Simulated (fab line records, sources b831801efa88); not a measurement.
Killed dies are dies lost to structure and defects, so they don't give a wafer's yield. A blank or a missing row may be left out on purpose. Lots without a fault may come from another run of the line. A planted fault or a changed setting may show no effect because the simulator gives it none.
Chamber matching | flow sky130 | SKY_POLY_GATE_ETCH_15 on rie_diel-03: 4 sister chambers
The step etches BARC in N2/H2, stops on SiO2, time 118.5 s, target depth 110 nm. 8 wafers are shown with their chamber, then 8 later ones without.

WAFERS WITH THEIR CHAMBER
wafer  | chamber | drypump_motor_current_A (A) | throttle_valve_pct (%)
L796.4 | 0       | 6.5                         | 13.199
L799.1 | 0       | 6.6                         | 13.204
L799.6 | 1       | 6.5                         | 13.231
L811.3 | 3       | 5.4                         | 13.210
L813.2 | 3       | 5.4                         | 13.217
L813.4 | 2       | 5.6                         | 13.221
L813.5 | 1       | 6.6                         | 13.205
L814.2 | 2       | 5.6                         | 13.202

WAFERS WITHOUT THEIR CHAMBER
wafer  | drypump_motor_current_A (A) | throttle_valve_pct (%)
L814.3 | 6.6                         | 13.217
L814.6 | 5.4                         | 13.226
L817.2 | 6.6                         | 13.205
L817.3 | 6.5                         | 13.222
L817.5 | 5.6                         | 13.207
L818.2 | 6.6                         | 13.214
L818.4 | 5.6                         | 13.223
L818.5 | 5.4                         | 13.220

WHICH CHAMBER EACH WENT THROUGH
wafer  | from the rows above     | in truth
L814.3 | can't be placed: 1 or 0 | 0
L814.6 | 3                       | 3
L817.2 | can't be placed: 0 or 1 | 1
L817.3 | can't be placed: 1 or 0 | 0
L817.5 | 2                       | 2
L818.2 | can't be placed: 1 or 0 | 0
L818.4 | 2                       | 2
L818.5 | 3                       | 3
Placed correctly: 4 of 8. Can't be placed from these rows: 4 (the true chamber is among the candidates in 4). Placed wrongly: 0.
How it was worked out, from the rows above alone: a wafer's distance from a chamber is the root of the sum, over the readings, of the square of ((its reading less the chamber's mean) divided by the reading's scatter). The wafer belongs to the nearest chamber; if the next one is less than 2 further off, it can't be placed. A chamber's mean is the mean of its shown wafers. The scatter: the root of (the sum of the squares of (reading less its chamber's mean) over the shown wafers, divided by (wafers less chambers)).
